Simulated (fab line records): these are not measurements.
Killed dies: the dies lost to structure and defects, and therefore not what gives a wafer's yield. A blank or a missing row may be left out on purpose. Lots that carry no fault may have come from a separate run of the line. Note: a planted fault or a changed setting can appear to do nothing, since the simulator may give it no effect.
A struck lot beside a sound one ; flow sky130 ; 15 steps out of a route of 708
Sound: wafers L910.2, L910.4, L910.5. Wafers L914.3, L914.4, L914.6 were the ones struck. Last of all comes the cause.
Per side, at each step with rows, come the tool, then ch with its chambers, and then its first start. Under that, the readings that differ: sound wafers ; struck wafers ; difference of the means ; sigmas: that difference in standard deviations of wafers without a fault.
alike: words and numbers the same on both sides, and readings whose means are apart by under 2 such deviations; not compared: readings that were withheld, readings missing a value for some wafer, numbers with overlapping values and no deviation given by the record, and bounds like >300 which may hide the same value.
A row with sigmas, a row that says differs or no value, or rows on one side alone: a step with any of these is where the two part. When numbers do not overlap yet have no deviation, they are printed without sigmas and do not part them. A reading missing from all wafers of one side parts the sides only when that side holds two or more wafers.

first, 1 step without rows for these wafers: SKY_PWDE_IMPLANT_08.
SKY_PWDE_STRIP_09: strips in O2/N2.
  sound on plasmaAsher-02 ch 0,1, day 4 09:07; struck on plasmaAsher-03 ch 0,1, day 5 03:04
  alike: drypumpMotorCurrentA, oesProductAu, stripTimeToEndpointS
  not compared: rfHoursCounterH
SKY_PWDE_TW_MEAS_10:
  sound on filmMetro-01 at day 4 09:13; struck on filmMetro-03 at day 5 03:09
reading;sound;struck;difference;sigmas
PWDE_TW;380 382 384;372 371 371;-11;-3
then, 7 steps without rows for these wafers: SKY_NWELL_DEHYDRATE_03 (time 60 s); SKY_NWELL_HMDS_04 (prime time 60 s); SKY_NWELL_COAT_05 (resist thk 3000 nm); SKY_NWELL_SOFTBAKE_06; SKY_NWELL_EXPOSE_07 (exposes mask NWM, target cd 840 nm); SKY_NWELL_PEB_08; SKY_NWELL_DEVELOP_09 (develop time 61.01 s).
SKY_NWELL_OVL_MEAS_10:
  sound on overlay-01 at day 5 02:25; struck on overlay-02 at day 5 20:52
  alike: NWELL_00_OVL
next, for these wafers, 1 step has no rows: SKY_NWELL_IMPLANT_11.
SKY_NWELL_IMPLANT_12:
  sound on implanter-02 ch 0, day 5 02:37; struck on implanter-02 ch 0, day 5 21:06
reading;sound;struck;difference;sigmas
beamEnergyKeV;119.99 120.00 120.05;130.49 130.55 130.48;+10.49;+99 or more
model.implant.rpNm (nm);150.4 150.4 150.4;164 164 164;+14;
next, for these wafers, 1 step has no rows: SKY_NWELL_IMPLANT_13.
-- the record jumps here: 41 days lie between the struck wafers' starts before and after (it left off in module NWELL and takes up again in module PAD_OPEN, whose first step shown is number 708 of the route) --
SKY_PAD_OPEN_PROBE_99:
  sound on prober-01 at day 46 22:16; struck on prober-01 at day 47 07:29
reading;sound;struck;difference;sigmas
model.etest.pfetG5v0d10v5.offLog10AUm;-12.72 -12.6 -12.4;-12.2 -11.89 -12.08;+0.5;
model.etest.pfet_01v8_lvt.offLog10AUm;-9.078 -9.184 -9.183;-8.363 -8.357 -8.423;+0.767;
model.etest.pfetG5v0d10v5.vtSatV (V);-0.6674 -0.6462 -0.6226;-0.5976 -0.5748 -0.5882;+0.0585;
model.etest.pfet_16v.vtV (V);-1.099 -1.094 -1.104;-1.052 -1.062 -1.054;+0.043;
model.etest.pfetG5v0d10v5.vtV (V);-0.8615 -0.8399 -0.8179;-0.7946 -0.7785 -0.7843;+0.0540;
model.etest.pfetG5v0d10v5.vtLongV (V);-0.9283 -0.9235 -0.9308;-0.8831 -0.8969 -0.8881;+0.0382;
model.etest.pfet_01v8_lvt.vtSatV (V);-0.4641 -0.4659 -0.468;-0.4092 -0.4089 -0.4083;+0.0572;
model.etest.pfet_01v8_lvt.vtV (V);-0.5528 -0.5533 -0.5554;-0.5101 -0.5075 -0.5071;+0.0456;
  alike: killed_at_M0_to_M3, killed_at_M4_up, killedAtContacts, killedAtFrontEnd, killedAtOther, killedDies, killedOpen, killedShort

## WHERE THEY PART
Last at SKY_NWELL_IMPLANT_12 as far as this record goes, first at SKY_PWDE_TW_MEAS_10. Later steps at which nothing parts them and some readings are alike: SKY_PAD_OPEN_PROBE_99.

WHY: the cause the simulator had injected
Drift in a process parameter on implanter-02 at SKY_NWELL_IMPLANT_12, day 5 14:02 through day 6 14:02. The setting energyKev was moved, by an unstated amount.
